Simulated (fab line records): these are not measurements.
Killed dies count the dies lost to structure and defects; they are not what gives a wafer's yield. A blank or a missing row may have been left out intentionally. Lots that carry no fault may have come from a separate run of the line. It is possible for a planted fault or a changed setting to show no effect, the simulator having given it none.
fab line records | flow gf180mcu | part 2 of 2: steps 30 to 37 of 37
record: lots: 5 | wafers: 15 | last_day: 34
route steps=602 shown LVPWELL@138 MVPSD@139 VT_IMPLANT@140 DUAL_GATE@141 POLY_GATE@157
lots untouched by any fault: they come from a run of this same line in which no faults occurred
start_h: the number of hours between the record's first day and the start of the first shown wafer of the lot | wait_h: time in hours since the lot's previous step | " the same as in the row above | L1.1+2: a single row standing in for several wafers | - either no value or no given start | * or withheld: withheld | < > ~ a bound
route shown NAME@n: names a module that has steps shown in the file, with the first one's number in the route | usual: mean and standard deviation over wafers with no fault | same: alike in all rows | chamber/n: place in a boat | sites: the reading at each site | _std_site: standard deviation of those values | _edge_site: the outer-site mean with the inner-site mean subtracted | radius_mm: for every site, how far away it sits from the centre of the wafer | mask NAME#n: copy n | behind: tool/chamber where the wafer was last shaped | hold: why the lot went on hold/how many hours it stayed there/how the hold came to an end | device: names the non-switching transistor (n, p or np) | end of line: the same wafers' tests at the end of the route | a step given without rows: its recipe and nothing more | killed: dies lost to structure and defects at the first sort, not the wafer's yield | map: dies across one wafer; x = killed, . = not, _ = none there
set.NAME: setting as actually run; set.NAME@STEP: the setting as run at that earlier step | model.NAME: the simulator's own value behind a step, which no gauge read
lots at selected steps of the route; one table per step, one row per wafer
services: a tool's chamber out of use, with start hour (start_h, from the record's first day; less than 0 if before it), hours out, and reason
== steps ==
step: GF_POLY_GATE_CD_MEAS_10
recipe: target_cd_nm: 280
usual: cd_nm: 279.9/1.3
lot.wafer | tool      | chamber | start_h | wait_h | cd_nm
L077.1    | cd_sem-02 | -       | 217.93  | 0.1    | 277.6
L077.2    | "         | -       | "       | "      | 277.7
L077.4    | "         | -       | "       | "      | 276.9
L078.2    | cd_sem-01 | -       | 227.35  | 0.1    | 279.0
L078.3    | "         | -       | "       | "      | 278.9
L078.4    | "         | -       | "       | "      | 279.2
L081.2    | cd_sem-02 | -       | 250.69  | 0.1    | 280.5
L081.5    | "         | -       | "       | "      | 280.7
L081.6    | "         | -       | "       | "      | 280.1
L087.2    | cd_sem-01 | -       | 288.94  | 0.1    | 280.4
L087.3    | "         | -       | "       | "      | 280.1
L087.6    | "         | -       | "       | "      | 280.9
L097.1    | cd_sem-01 | -       | 358.93  | 0.1    | 280.3
L097.5    | "         | -       | "       | "      | 279.0
L097.6    | "         | -       | "       | "      | 280.1
step: GF_POLY_GATE_OVL_MEAS_11
usual: POLY_GATE_OVL: 2/5.2
lot.wafer | tool       | chamber | start_h | wait_h | POLY_GATE_OVL[nm]
L077.1    | overlay-01 | -       | 218.05  | 0.1    | 2
L077.2    | "          | -       | "       | "      | 1
L077.4    | "          | -       | "       | "      | 7
L078.2    | overlay-02 | -       | 227.45  | 0.1    | -4
L078.3    | "          | -       | "       | "      | -2
L078.4    | "          | -       | "       | "      | -10
L081.2    | overlay-01 | -       | 250.80  | 0.1    | 8
L081.5    | "          | -       | "       | "      | -2
L081.6    | "          | -       | "       | "      | 5
L087.2    | overlay-01 | -       | 289.05  | 0.1    | -3
L087.3    | "          | -       | "       | "      | -6
L087.6    | "          | -       | "       | "      | 2
L097.1    | overlay-01 | -       | 359.05  | 0.1    | -1
L097.5    | "          | -       | "       | "      | 0
L097.6    | "          | -       | "       | "      | -2
step: GF_POLY_GATE_ETCH_12
recipe: chemistry: N2/H2 | target_depth_a: withheld | overetch_a: withheld | time_s: withheld | target: BARC | ion_energy_ev: 200 | source_w: 500 | bias_w: 100 | pressure_mtorr: 30 | n2_flow_sccm: 100 | h2_flow_sccm: 200
usual: drypump_motor_current_A: 5.9/0.36 | oes_product_au: 0.735/0.0049 | throttle_valve_pct: 13.215/0.0091
lot.wafer | tool        | chamber | start_h | wait_h | drypump_motor_current_A | oes_product_au | throttle_valve_pct
L077.1    | rie_diel-04 | 1       | 218.08  | 0.0    | 5.8                     | 0.733          | 13.217
L077.2    | "           | 3       | "       | "      | 6.6                     | 0.744          | 13.226
L077.4    | "           | 0       | "       | "      | 5.9                     | 0.741          | 13.213
L078.2    | rie_diel-03 | 0       | 227.48  | 0.0    | 5.6                     | 0.735          | 13.231
L078.3    | "           | 3       | "       | "      | 6.2                     | 0.737          | 13.216
L078.4    | "           | 2       | "       | "      | 5.9                     | 0.728          | 13.238
L081.2    | rie_diel-02 | 1       | 250.83  | 0.0    | 4.9                     | 0.732          | 13.215
L081.5    | "           | 2       | "       | "      | 5.7                     | 0.727          | 13.214
L081.6    | "           | 3       | "       | "      | 6.0                     | 0.730          | 13.215
L087.2    | rie_diel-02 | 1       | 289.08  | 0.0    | 4.9                     | 0.735          | 13.232
L087.3    | "           | 0       | "       | "      | 5.8                     | 0.737          | 13.214
L087.6    | "           | 0       | "       | "      | 5.8                     | 0.733          | 13.219
L097.1    | rie_diel-03 | 0       | 359.08  | 0.0    | 5.6                     | 0.735          | 13.206
L097.5    | "           | 2       | "       | "      | 5.9                     | 0.726          | 13.202
L097.6    | "           | 3       | "       | "      | 6.1                     | 0.725          | 13.214
step: GF_POLY_GATE_ETCH_13
recipe: target: poly-Si | target_depth_nm: 198.5 | stop_on: SiO2 | over_etch_frac: 0.403 | chemistry: HBr/Cl2 | icp_w: 400 | bias_w: 100 | pressure_mtorr: 10 | HBr_flow_sccm: 150 | Cl2_flow_sccm: 50 | time_s: 69.6
usual: drypump_motor_current_A: 5.7/0.52 | he_backside_leak_sccm: 2.56/0.26 | oes_product_au: 0.989/0.0062 | throttle_valve_pct: 33.684/0.0079
same: time_s: 69.6
lot.wafer | tool      | chamber | start_h | wait_h | drypump_motor_current_A | he_backside_leak_sccm | oes_product_au | rf_hours_counter_h | throttle_valve_pct
L077.1    | rie_si-01 | 3       | 218.13  | -      | 6.2                     | 2.50                  | 0.990          | 69                 | 33.671
L077.2    | "         | 2       | "       | "      | 5.8                     | 2.30                  | 1.000          | 4                  | 33.678
L077.4    | "         | 0       | "       | "      | 5.0                     | 2.97                  | 0.984          | -                  | 33.685
L078.2    | rie_si-02 | 0       | 227.53  | -      | 5.4                     | 2.35                  | 0.992          | 2                  | 33.686
L078.3    | "         | 3       | "       | "      | 6.2                     | 2.46                  | 0.992          | 103                | 33.690
L078.4    | "         | 2       | "       | "      | 5.0                     | 2.32                  | 0.996          | 5                  | 33.690
L081.2    | rie_si-01 | 3       | 250.88  | -      | 6.2                     | 2.57                  | 0.995          | 69                 | 33.701
L081.5    | "         | 3       | "       | "      | 6.3                     | 2.50                  | 0.997          | -                  | 33.687
L081.6    | "         | 2       | "       | "      | 5.8                     | 2.38                  | 0.996          | -                  | 33.692
L087.2    | rie_si-01 | 1       | 289.13  | -      | 6.4                     | 2.95                  | 0.982          | 70                 | 33.678
L087.3    | "         | 2       | "       | "      | 5.8                     | 2.30                  | 0.984          | 5                  | 33.688
L087.6    | "         | 2       | "       | "      | 5.8                     | 2.24                  | 0.985          | -                  | 33.681
L097.1    | rie_si-02 | 2       | 359.13  | -      | 5.0                     | 2.31                  | 0.995          | 6                  | 33.691
L097.5    | "         | 0       | "       | "      | 5.4                     | 2.48                  | 0.990          | -                  | 33.688
L097.6    | "         | 3       | "       | "      | 6.2                     | 2.48                  | 0.986          | -                  | 33.675
step: GF_POLY_GATE_STRIP_14
recipe: chemistry: O2/N2 | power_w: 1400 | pressure_mtorr: 1500 | platen_temp_c: 250 | o2_flow_sccm: 3000 | n2_flow_sccm: 300 | overash_fraction: 0.5
usual: drypump_motor_current_A: 5.6/0.35 | heater_power_w: 334/28 | oes_product_au: 0.505/0.0044
lot.wafer | tool            | chamber | start_h | wait_h | drypump_motor_current_A | heater_power_w | oes_product_au | rf_hours_counter_h
L077.1    | plasma_asher-02 | 0       | 218.19  | 0.0    | 5.5                     | 341            | 0.507          | 61
L077.2    | "               | 1       | "       | "      | 5.8                     | 360            | 0.506          | 61
L077.4    | "               | 0       | "       | "      | 5.5                     | 335            | 0.504          | -
L078.2    | plasma_asher-03 | 1       | 227.59  | 0.0    | 5.7                     | 372            | 0.504          | 12
L078.3    | "               | 0       | "       | "      | 5.7                     | 333            | 0.511          | -
L078.4    | "               | 1       | "       | "      | 5.7                     | 374            | 0.513          | -
L081.2    | plasma_asher-02 | 1       | 250.93  | 0.0    | 5.8                     | 356            | 0.516          | 65
L081.5    | "               | 1       | "       | "      | 5.8                     | 352            | 0.509          | -
L081.6    | "               | 0       | "       | "      | 5.5                     | 339            | 0.500          | -
L087.2    | plasma_asher-03 | 0       | 289.18  | 0.0    | 5.7                     | 333            | 0.506          | 19
L087.3    | "               | 1       | "       | "      | 5.7                     | 381            | 0.507          | -
L087.6    | "               | 1       | "       | "      | 5.7                     | 377            | 0.512          | -
L097.1    | plasma_asher-03 | 1       | 359.19  | 0.0    | 5.7                     | 370            | 0.492          | 25
L097.5    | "               | 0       | "       | "      | 5.7                     | 333            | 0.497          | -
L097.6    | "               | 1       | "       | "      | 5.7                     | 368            | 0.504          | -
step: GF_POLY_GATE_CLEAN_15
recipe: chemistry: SC1/SC2 | mix: 1:4:20 | temp_c: 70 | time_s: 150 | dry: n2_spin
usual: bath_heat_duty_pct: 13.1/1.3
same: time_s: 150
lot.wafer | tool         | chamber | start_h | wait_h | bath_heat_duty_pct
L077.1    | wet_bench-01 | 2       | 218.29  | 0.1    | 13.6
L077.2    | "            | 2       | "       | "      | 12.2
L077.4    | "            | 2       | "       | "      | 13.4
L078.2    | wet_bench-03 | 1       | 227.69  | 0.1    | 13.3
L078.3    | "            | 1       | "       | "      | 12.8
L078.4    | "            | 1       | "       | "      | 13.2
L081.2    | wet_bench-02 | 0       | 251.03  | 0.1    | 12.2
L081.5    | "            | 0       | "       | "      | 12.6
L081.6    | "            | 0       | "       | "      | 13.0
L087.2    | wet_bench-03 | 1       | 289.28  | 0.1    | 13.6
L087.3    | "            | 1       | "       | "      | 14.5
L087.6    | "            | 1       | "       | "      | 15.2
L097.1    | wet_bench-03 | 3       | 359.29  | 0.1    | 14.8
L097.5    | "            | 3       | "       | "      | 14.3
L097.6    | "            | 3       | "       | "      | 13.2
step: GF_POLY_GATE_OXIDATION_16
recipe: temp_c: 850 | ambient: O2 | stabilise_s: 600 | purge_s: 300 | target_thk_a: 40 | ox_time_s: 899
usual: spike_tc_upper_C: 850.8/1 | zone_power_bottom_pct: 26.4/2.8
lot.wafer | tool       | chamber | start_h | wait_h | spike_tc_upper_C | zone_power_bottom_pct
L077.1    | furnace-01 | 0       | 218.34  | 0.0    | 850.4            | 28.3
L077.2    | "          | 0       | "       | "      | 850.1            | 28.5
L077.4    | "          | 0       | "       | "      | 851.7            | 28.7
L078.2    | furnace-01 | 0       | 227.74  | 0.0    | 851.3            | 28.8
L078.3    | "          | 0       | "       | "      | 850.9            | 28.5
L078.4    | "          | 0       | "       | "      | 852.3            | 28.7
L081.2    | furnace-02 | 0       | 251.51  | 0.4    | 850.6            | 22.8
L081.5    | "          | 0       | "       | "      | 850.1            | 23.2
L081.6    | "          | 0       | "       | "      | 852.0            | 23.0
L087.2    | furnace-01 | 0       | 291.25  | 1.9    | 851.3            | 28.0
L087.3    | "          | 0       | "       | "      | 851.7            | 29.0
L087.6    | "          | 0       | "       | "      | 849.8            | 28.8
L097.1    | furnace-02 | 0       | 359.34  | 0.0    | 850.8            | 23.0
L097.5    | "          | 0       | "       | "      | 851.3            | 22.9
L097.6    | "          | 0       | "       | "      | 850.7            | 22.8
step: GF_POLY_GATE_THK_MEAS_17
recipe: reads: SiO2_of_POLY_GATE_OXIDATION_16
usual: POLY_GATE_OXIDATION_THK: 3.99/0.085
lot.wafer | tool          | chamber | start_h | wait_h | POLY_GATE_OXIDATION_THK[nm]
L077.1    | film_metro-04 | -       | 219.59  | 0.0    | 4.03
L077.2    | "             | -       | "       | "      | 3.98
L077.4    | "             | -       | "       | "      | 4.01
L078.2    | film_metro-01 | -       | 229.00  | 0.0    | 4.01
L078.3    | "             | -       | "       | "      | 3.94
L078.4    | "             | -       | "       | "      | 3.99
L081.2    | film_metro-01 | -       | 252.77  | 0.0    | 4.12
L081.5    | "             | -       | "       | "      | 4.13
L081.6    | "             | -       | "       | "      | 3.94
L087.2    | film_metro-04 | -       | 292.52  | 0.0    | 4.02
L087.3    | "             | -       | "       | "      | 3.96
L087.6    | "             | -       | "       | "      | 3.97
L097.1    | film_metro-01 | -       | 360.59  | 0.0    | 4.02
L097.5    | "             | -       | "       | "      | 4.02
L097.6    | "             | -       | "       | "      | 4.04
== services ==
tool             | chamber | start_h | hours | kind
rie_si-01        | -       | 159.55  | 0.3   | repair
furnace-01       | -       | 162.08  | 2.3   | pm
rie_diel-03      | -       | 162.39  | 0.8   | repair
wet_bench-04     | -       | 165.94  | 1.3   | repair
krf_scanner-02   | -       | 171.68  | 1.0   | pm
furnace-01       | -       | 173.01  | 2.5   | pm
furnace-02       | -       | 181.51  | 4.0   | pm
plasma_asher-03  | -       | 184.63  | 1.2   | repair
krf_scanner-02   | -       | 190.21  | 1.3   | pm
krf_scanner-02   | -       | 191.71  | 0.8   | pm
furnace-01       | -       | 205.26  | 3.4   | pm
furnace-02       | -       | 211.24  | 2.6   | repair
plasma_asher-03  | -       | 216.45  | 0.6   | repair
rie_si-01        | 1       | 217.69  | 6.9   | repair
rie_si-01        | -       | 261.80  | 0.2   | repair
rie_si-01        | 1       | 264.95  | 5.8   | repair
furnace-02       | -       | 266.51  | 4.2   | pm
furnace-02       | -       | 272.10  | 10.7  | pm
krf_scanner-02   | -       | 282.08  | 14.5  | repair
iline_stepper-01 | -       | 327.49  | 1.7   | pm
furnace-01       | -       | 340.14  | 2.8   | pm
krf_scanner-02   | -       | 340.65  | 1.0   | pm
krf_scanner-02   | -       | 349.39  | 7.2   | pm
plasma_asher-03  | -       | 349.58  | 8.2   | repair
